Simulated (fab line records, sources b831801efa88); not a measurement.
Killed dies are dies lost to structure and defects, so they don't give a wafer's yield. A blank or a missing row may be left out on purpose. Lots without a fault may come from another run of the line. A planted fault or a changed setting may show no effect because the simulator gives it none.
Which tool did it? | flow sky130 | 10 lots, 30 wafers sampled, at 6 steps of a route of 708

WHAT THE GAUGES READ, wafer by wafer
SKY_SONOS_ONO_OVL_MEAS_14. Usual: SONOS_ONO_OVL -0.7 nm, standard deviation 1.5.
lot  | measured     | on         | SONOS_ONO_OVL (nm) | flag
L651 | day 13 16:58 | overlay-02 | -1.7 -2.2 -1.3     |
L652 | day 14 00:46 | overlay-01 | 1.8 -0.2 -0.5      |
L653 | day 14 07:34 | overlay-02 | -3.0 -2.0 -2.0     |
L655 | day 14 22:23 | overlay-01 | 1.2 -0.6 0.9       |
L656 | day 15 08:22 | overlay-02 | -2.0 -1.9 -2.7     |
L662 | day 17 03:14 | overlay-01 | -0.5 -0.5 0.9      |
L663 | day 17 17:17 | overlay-01 | -2.7 -1.6 -2.1     |
L664 | day 17 23:09 | overlay-02 | 0.7 0.4 0.7        |
L668 | day 19 10:46 | overlay-01 | -0.1 -2.1 -0.3     |
L671 | day 21 10:27 | overlay-01 | -0.7 -1.0 -0.7     |

SKY_METAL2_RS_MEAS_05: measures by four-point-probe. Usual: METAL2_ALCU_RS 0.1266 ohm/sq, standard deviation 0.0017.
lot  | measured     | on            | METAL2_ALCU_RS (ohm/sq) | flag
L651 | day 34 22:30 | film_metro-03 | 0.1250 0.1260 0.1248    |
L652 | day 35 06:48 | film_metro-03 | 0.1252 0.1286 0.1284    |
L653 | day 35 17:40 | film_metro-01 | 0.1310 0.1287 0.1282    |
L655 | day 36 08:49 | film_metro-03 | 0.1240 0.1245 0.1243    |
L656 | day 36 17:28 | film_metro-04 | 0.1254 0.1270 0.1257    |
L662 | day 38 05:52 | film_metro-04 | 0.1293 0.1282 0.1274    |
L663 | day 38 13:43 | film_metro-04 | 8.4030 8.4744 8.5496    | OFF
L664 | day 38 17:16 | film_metro-04 | 8.6106 8.7111 8.6965    | OFF
L668 | day 40 01:33 | film_metro-01 | 0.1275 0.1253 0.1272    |
L671 | day 42 01:44 | film_metro-01 | 0.1247 0.1249 0.1244    |

SKY_METAL2_THK_MEAS_06: measures by xrf. Usual: METAL2_ALCU_THK 251 nm, standard deviation 3.2.
lot  | measured     | on            | METAL2_ALCU_THK (nm) | flag
L651 | day 34 22:37 | film_metro-03 | 254 251 255          |
L652 | day 35 06:55 | film_metro-03 | 251 246 247          |
L653 | day 35 17:47 | film_metro-01 | 244 249 250          |
L655 | day 36 08:56 | film_metro-03 | 255 252 254          |
L656 | day 36 17:35 | film_metro-04 | 254 251 254          |
L662 | day 38 05:59 | film_metro-04 | 247 250 252          |
L663 | day 38 13:50 | film_metro-04 | <0 <0 <0             | OFF
L664 | day 38 17:23 | film_metro-04 | <0 <0 <0             | OFF
L668 | day 40 01:40 | film_metro-01 | 249 250 251          |
L671 | day 42 01:51 | film_metro-01 | 254 255 254          |

WHICH TOOL RAN EACH LOT (tool, then ch and the chambers of the sampled wafers, then the start)
lot  | SKY_POLY_GATE_ETCH_16              | SKY_METAL1_SPUTTER_01        | SKY_METAL2_SPUTTER_02
L651 | rie_diel-04 ch 0,1,3, day 17 11:41 | pvd_sputter-03, day 32 13:04 | pvd_sputter-04, day 34 22:25
L652 | rie_diel-03 ch 0,3, day 17 20:41   | pvd_sputter-02, day 32 22:49 | pvd_sputter-01, day 35 06:43
L653 | rie_diel-04 ch 0,1,2, day 18 04:14 | pvd_sputter-02, day 33 09:08 | pvd_sputter-01, day 35 17:35
L655 | rie_diel-03 ch 0,1,3, day 18 22:53 | pvd_sputter-03, day 34 01:37 | pvd_sputter-03, day 36 08:42
L656 | rie_diel-01 ch 1,2,3, day 19 11:11 | pvd_sputter-01, day 34 09:41 | pvd_sputter-01, day 36 17:21
L662 | rie_diel-04 ch 0,1,3, day 21 09:17 | pvd_sputter-01, day 35 23:08 | pvd_sputter-03, day 38 05:46
L663 | rie_diel-03 ch 0,2,3, day 21 18:41 | pvd_sputter-03, day 36 06:32 | pvd_sputter-01, day 38 13:37
L664 | rie_diel-01 ch 1,2,3, day 22 01:50 | pvd_sputter-03, day 36 10:29 | pvd_sputter-04, day 38 17:10
L668 | rie_diel-03 ch 0,1,2, day 23 12:56 | pvd_sputter-03, day 37 19:08 | pvd_sputter-04, day 40 01:28
L671 | rie_diel-01 ch 0,1,2, day 25 11:02 | pvd_sputter-01, day 39 22:35 | pvd_sputter-03, day 42 01:38
- SKY_POLY_GATE_ETCH_16: etches Si3N4 in CH3F/O2, stops on poly-Si, time 147.5 s, target depth 75 nm.
- SKY_METAL1_SPUTTER_01: material TiN, target thk 20 nm, time 16.7 s.
- SKY_METAL2_SPUTTER_02: material AlCu, target thk 250 nm, time 13.3 s.

WHAT THE TOOLS THEMSELVES READ (means of the sampled wafers that have a number; where no wafer has one, the mark that the record gives instead)
SKY_POLY_GATE_ETCH_16. Usual: drypump_motor_current_A 5.7 A, standard deviation 0.43; oes_product_au 0.641 a.u., standard deviation 0.0052; rf_fwd_power_W 398.4 W, standard deviation 1.2; throttle_valve_pct 10.536 %, standard deviation 0.0097.
lot  | tool        | drypump_motor_current_A (A) | oes_product_au (a.u.) | rf_fwd_power_W (W) | throttle_valve_pct (%) | flag
L651 | rie_diel-04 | 5.3                         | 0.640                 | 398.2              | 10.537                 |
L652 | rie_diel-03 | 6.3                         | 0.638                 | 398.6              | 10.538                 |
L653 | rie_diel-04 | 5.2                         | 0.640                 | 398.2              | 10.537                 |
L655 | rie_diel-03 | 5.9                         | 0.644                 | 398.4              | 10.526                 |
L656 | rie_diel-01 | 5.9                         | 0.647                 | 398.5              | 10.533                 |
L662 | rie_diel-04 | 5.3                         | 0.636                 | 397.2              | 10.530                 |
L663 | rie_diel-03 | 6.0                         | 0.646                 | 397.6              | 10.538                 |
L664 | rie_diel-01 | 5.9                         | 0.637                 | 398.3              | 10.539                 |
L668 | rie_diel-03 | 5.6                         | 0.646                 | 398.3              | 10.534                 |
L671 | rie_diel-01 | 5.8                         | 0.644                 | 398.6              | 10.528                 |

SKY_METAL1_SPUTTER_01. Usual: cathode_dc_power_W 6499.9 W, standard deviation 1.2; chamber_pressure_pa 0.4000 Pa, standard deviation 0.00083; throttle_valve_pct 30.2 %, standard deviation 1.
lot  | tool           | cathode_dc_power_W (W) | chamber_pressure_pa (Pa) | throttle_valve_pct (%) | flag
L651 | pvd_sputter-03 | 6500.8                 | 0.3994                   | 29.4                   |
L652 | pvd_sputter-02 | 6500.5                 | 0.3996                   | 29.2                   |
L653 | pvd_sputter-02 | 6500.2                 | 0.4000                   | 28.3                   |
L655 | pvd_sputter-03 | 6499.3                 | 0.3998                   | 30.4                   |
L656 | pvd_sputter-01 | 6500.4                 | 0.3998                   | 30.9                   |
L662 | pvd_sputter-01 | 6499.6                 | 0.3999                   | 31.0                   |
L663 | pvd_sputter-03 | 6500.1                 | 0.4009                   | 30.3                   |
L664 | pvd_sputter-03 | 6500.3                 | 0.4006                   | 29.8                   |
L668 | pvd_sputter-03 | 6498.0                 | 0.4000                   | 30.3                   |
L671 | pvd_sputter-01 | 6501.3                 | 0.3995                   | 30.6                   |

SKY_METAL2_SPUTTER_02. Usual: cathode_dc_power_W 10600 W, standard deviation 1.9; chamber_pressure_pa 0.4000 Pa, standard deviation 0.00086; throttle_valve_pct 30.3 %, standard deviation 0.85.
lot  | tool           | cathode_dc_power_W (W) | chamber_pressure_pa (Pa) | throttle_valve_pct (%) | flag
L651 | pvd_sputter-04 | 10600                  | 0.4004                   | 29.3                   |
L652 | pvd_sputter-01 | 10600                  | 0.4009                   | 31.1                   |
L653 | pvd_sputter-01 | 10599                  | 0.3996                   | 30.7                   |
L655 | pvd_sputter-03 | 10601                  | 0.3995                   | 29.3                   |
L656 | pvd_sputter-01 | 10601                  | 0.3997                   | 30.6                   |
L662 | pvd_sputter-03 | 10601                  | 0.3998                   | 29.7                   |
L663 | pvd_sputter-01 | -                      | -                        | -                      | OFF
L664 | pvd_sputter-04 | -                      | -                        | -                      | OFF
L668 | pvd_sputter-04 | 10602                  | 0.3992                   | 30.4                   |
L671 | pvd_sputter-03 | 10601                  | 0.3999                   | 29.7                   |

THE ANSWER, worked out from the rows above alone
Rule: a lot is off if the mean of its wafers that have a number lies more than 3 standard deviations from the usual mean. A lot without any number at a reading at which 4 lots or more have one is off too. The other lots that the step has rows for count as sound. The gauges are gone through in route order, then the tools' own readings, and for those a lot's mean is taken as printed above. The first step at which some lot is off is used, and at that step the reading that is off furthest; a lot without a number counts as furthest.
Off: L663, L664, at SKY_METAL2_RS_MEAS_05 (METAL2_ALCU_RS).
A tool fits if, at a process step before that reading, it ran every lot that is off, and no sound lot after the first of them. The gauges at SKY_METAL2_RS_MEAS_05 aren't tried: what is off there is off at SKY_METAL2_SPUTTER_02 too, on other tools, and a gauge's error can't cause that. None of those tried fits.

WHAT THE SIMULATOR HAD PUT IN
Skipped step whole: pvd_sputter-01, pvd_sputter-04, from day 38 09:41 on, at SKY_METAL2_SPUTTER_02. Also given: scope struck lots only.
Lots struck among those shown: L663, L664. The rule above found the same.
